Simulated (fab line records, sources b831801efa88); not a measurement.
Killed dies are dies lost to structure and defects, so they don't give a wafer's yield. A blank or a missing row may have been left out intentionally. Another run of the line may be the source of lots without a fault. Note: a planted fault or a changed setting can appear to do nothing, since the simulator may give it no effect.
2 desks, one fault / flow gf180mcu / only its own numbers are on each desk; what lay behind them is given at the end

THE METROLOGY DESK
What the gauges read, lot by lot, whatever tool the lot ran on: means of the sampled wafers that have a number. A lot is out of limits, marked OUT, if its mean lies more than 4 standard deviations from the usual mean; the brackets give that distance.
Columns: A = PSD_RS at GF_PSD_RS_MEAS_15, usual 108.57 ohm/sq; B = SALICIDE_TIN_RS at GF_SALICIDE_RS_MEAS_04, usual 16.4 ohm/sq; C = SALICIDE_TIN_THK at GF_SALICIDE_THK_MEAS_05, usual 20.20 nm
lot=L465; first seen here=day 14 14:07; A=108.86; B=16.7; C=20.10
lot=L466; first seen here=day 14 14:19; A=108.46; B=16.6; C=20.47
lot=L469; first seen here=day 16 09:50; A=108.55; B=16.4; C=20.27
lot=L473; first seen here=day 17 17:41; A=108.48; B=15.8; C=22.38 (+7.8) OUT
lot=L471; first seen here=day 17 17:48; A=108.70; B=16.4; C=20.02
lot=L478; first seen here=day 19 01:22; A=108.16; B=15.9; C=19.81
lot=L479; first seen here=day 20 00:42; A=108.46; B=16.3; C=19.97
lot=L482; first seen here=day 20 09:56; A=108.51; B=16.8; C=20.34
lot=L483; first seen here=day 20 17:48; A=108.44; B=16.2; C=20.17
lot=L484; first seen here=day 20 20:00; A=108.46; B=16.4; C=20.05
lot=L485; first seen here=day 21 05:41; A=108.55; B=16.7; C=20.29
lot=L486; first seen here=day 21 13:25; A=108.44; B=16.5; C=20.72
This desk reports L473 out of limits; the earliest was L473 at day 18 17:56 (SALICIDE_TIN_THK at GF_SALICIDE_THK_MEAS_05). In limits: L465, L466, L469, L471, L478, L479, L482, L483, L484, L485, L486.

THE TOOL OWNER'S DESK: pvd sputter-03
At GF_SALICIDE_SPUTTER_03 (material TiN, target thk 20 nm, time 16.7 s) the tool's own readings: per lot run on this tool, the mean of the sampled wafers that have a number. A lot is out of limits, marked OUT, if its mean lies more than 4 standard deviations from the usual mean; the brackets give that distance.
Columns: A = chamber pressure pa at GF_SALICIDE_SPUTTER_03, usual 0.4000 Pa; B = throttle valve pct at GF_SALICIDE_SPUTTER_03, usual 29.6 %
lot=L473; first seen here=day 18 17:47; A=0.3998; B=30.2
lot=L485; first seen here=day 22 05:50; A=0.4008; B=30.5
lot=L486; first seen here=day 22 13:01; A=0.3998; B=29.9
This desk found nothing out of limits on any of the 3 lots.

BROUGHT TOGETHER
L473 would have let the metrology desk raise an alarm at day 18 17:56.
Nothing out of limits was seen by the tool owner's desk.
The tool owner's desk has L473 on record, within its limits.
Every lot named ran GF_SALICIDE_SPUTTER_03 on pvd sputter-03.

WHAT HAD BEEN PUT IN BY THE SIMULATOR
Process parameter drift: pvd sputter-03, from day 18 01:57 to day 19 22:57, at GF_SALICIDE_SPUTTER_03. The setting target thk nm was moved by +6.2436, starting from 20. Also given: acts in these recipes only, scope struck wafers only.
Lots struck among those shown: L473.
Hours from the fault's start to each desk's first reading out of limits: the metrology desk, 16.
